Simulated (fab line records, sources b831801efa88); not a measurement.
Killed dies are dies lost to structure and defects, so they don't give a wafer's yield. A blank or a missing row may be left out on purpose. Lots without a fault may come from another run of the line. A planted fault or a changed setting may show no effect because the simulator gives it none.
One fault seen from 2 desks | flow sky130 | each desk has only its own numbers; what lay behind them comes last

THE TOOL OWNER'S DESK: cmp-01
The tool's own readings at SKY_VIA1_CMP_02 (polishes SiO2): means of the sampled wafers that have a number, for each lot that ran on this tool. A lot is out of limits, marked OUT, if its mean lies more than 4 standard deviations from the usual mean; the brackets give that distance.
Columns: A = motor_current_A at SKY_VIA1_CMP_02, usual 11.7 A; B = retaining_ring_pressure_frac at SKY_VIA1_CMP_02, usual 1.000; C = slurry_flow_ml_min at SKY_VIA1_CMP_02, usual 150.0
lot  | first seen here | A    | B     | C
L308 | day 33 11:34    | 11.6 | 0.999 | 149.9
L312 | day 35 21:28    | 12.7 | 1.000 | 150.0
L317 | day 36 18:47    | 11.9 | 0.999 | 149.8
L318 | day 37 00:14    | 12.3 | 0.998 | 150.7
L319 | day 37 21:29    | 12.4 | 0.992 | 149.6
This desk's finding: nothing out of limits on any of the 5 lots.

THE METROLOGY DESK
What the gauges read, lot by lot, whatever tool the lot ran on: means of the sampled wafers that have a number. A lot is out of limits, marked OUT, if its mean lies more than 4 standard deviations from the usual mean; the brackets give that distance.
Columns: A = CONTACT_OVL at SKY_CONTACT_OVL_MEAS_15, usual 4 nm; B = VIA1_BOW at SKY_VIA1_BOW_MEAS_03, usual 80 um
lot  | first seen here | A  | B
L308 | day 32 04:34    | 4  | 91
L309 | day 33 08:14    | 6  | 77
L310 | day 33 09:22    | 16 | 84
L312 | day 34 16:16    | 2  | 91
L317 | day 35 14:07    | 8  | 67
L318 | day 35 19:10    | 4  | 76
L319 | day 36 16:08    | -3 | 83
L321 | day 36 22:12    | -0 | 87
L322 | day 37 04:36    | 4  | 82
L326 | day 38 02:16    | -1 | 84
L329 | day 38 17:19    | 12 | 84
This desk's finding: nothing out of limits on any of the 11 lots.

PUT TOGETHER
The tool owner's desk saw nothing out of limits.
The metrology desk saw nothing out of limits.

WHAT THE SIMULATOR HAD PUT IN
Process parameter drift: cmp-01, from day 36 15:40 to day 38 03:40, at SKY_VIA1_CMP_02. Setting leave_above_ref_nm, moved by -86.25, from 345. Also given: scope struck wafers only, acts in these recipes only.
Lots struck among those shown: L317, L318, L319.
